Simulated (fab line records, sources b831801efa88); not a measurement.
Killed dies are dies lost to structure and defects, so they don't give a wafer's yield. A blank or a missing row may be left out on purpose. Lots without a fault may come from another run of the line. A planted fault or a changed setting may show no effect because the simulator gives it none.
A struck lot beside a sound one | flow sky130 | 19 steps out of a route of 708
Sound: wafers L111.1, L111.3, L111.6. Struck: wafers L120.2, L120.3, L120.5. The cause comes at the end.
At each step with rows: each side's tool, then ch and its chambers, then its first start. Under that, the readings that differ: sound wafers | struck wafers | difference of the means | sigmas: that difference in standard deviations of wafers without a fault.
alike: readings whose means differ by less than 2 such deviations, and words and numbers that are the same on both sides. not compared: withheld readings, readings that some wafer has no value for, bounds like >300 that may hide the same value, and numbers for which the record gives no deviation and whose values overlap.
The two part at a step that has a row with sigmas, a row that says differs or no value, or rows on one side only. Numbers that don't overlap but have no deviation are shown without sigmas and don't part them. A reading that every wafer of one side lacks parts them only if that side has two wafers or more.

first, 4 steps without rows for these wafers: SKY_VT_ADJUST_LVTN_SOFTBAKE_14 (time 60 s); SKY_VT_ADJUST_LVTN_EXPOSE_15 (exposes mask HVN STD DERIVED, target cd 600 nm); SKY_VT_ADJUST_LVTN_PEB_16; SKY_VT_ADJUST_LVTN_DEVELOP_17 (develop time 60 s).
SKY_VT_ADJUST_LVTN_OVL_MEAS_18:
  sound on overlay-02, day 8 17:41; struck on overlay-02, day 11 08:04
  alike: VT_ADJUST_LVTN_01_OVL
then, 1 step without rows for these wafers: SKY_VT_ADJUST_LVTN_IMPLANT_19.
SKY_VT_ADJUST_LVTN_STRIP_20: strips in O2/N2.
  sound on plasma_asher-03 ch 0,1, day 8 17:52; struck on plasma_asher-02 ch 0,1, day 11 08:15
  alike: drypump_motor_current_A, oes_product_au, strip_time_to_endpoint_s
  not compared: rf_hours_counter_h
SKY_VT_ADJUST_LVTN_TW_MEAS_21:
  sound on film_metro-02, day 8 17:58; struck on film_metro-03, day 11 08:22
  alike: VT_ADJUST_LVTN_2_TW
then, 4 steps without rows for these wafers: SKY_VT_ADJUST_NCORE_DEHYDRATE_00 (time 60 s); SKY_VT_ADJUST_NCORE_HMDS_01 (prime time 60 s); SKY_VT_ADJUST_NCORE_COAT_02 (resist thk 1140 nm); SKY_VT_ADJUST_NCORE_SOFTBAKE_03 (time 60 s).
SKY_VT_ADJUST_NCORE_EXPOSE_04: exposes mask LVTN COMPLEMENT THIN, target cd 380 nm.
  sound on iline_stepper-02 ch 0, day 9 04:40; struck on iline_stepper-02 ch 0, day 11 19:56
  alike: mask, stage_vel_mm_s
then, 2 steps without rows for these wafers: SKY_VT_ADJUST_NCORE_PEB_05; SKY_VT_ADJUST_NCORE_DEVELOP_06 (develop time 60 s).
SKY_VT_ADJUST_NCORE_CD_MEAS_07: target cd 380 nm.
  sound on cd_sem-01, day 9 14:43; struck on cd_sem-01, day 12 08:20
  alike: cd_nm
SKY_VT_ADJUST_NCORE_OVL_MEAS_08:
  sound on overlay-01, day 9 14:50; struck on overlay-02, day 12 08:26
  alike: VT_ADJUST_NCORE_OVL
then, 2 steps without rows for these wafers: SKY_VT_ADJUST_NCORE_IMPLANT_09; SKY_PAD_OPEN_PROBE_99.

WHERE THEY PART
Nowhere in this record.

WHY: what the simulator had put in
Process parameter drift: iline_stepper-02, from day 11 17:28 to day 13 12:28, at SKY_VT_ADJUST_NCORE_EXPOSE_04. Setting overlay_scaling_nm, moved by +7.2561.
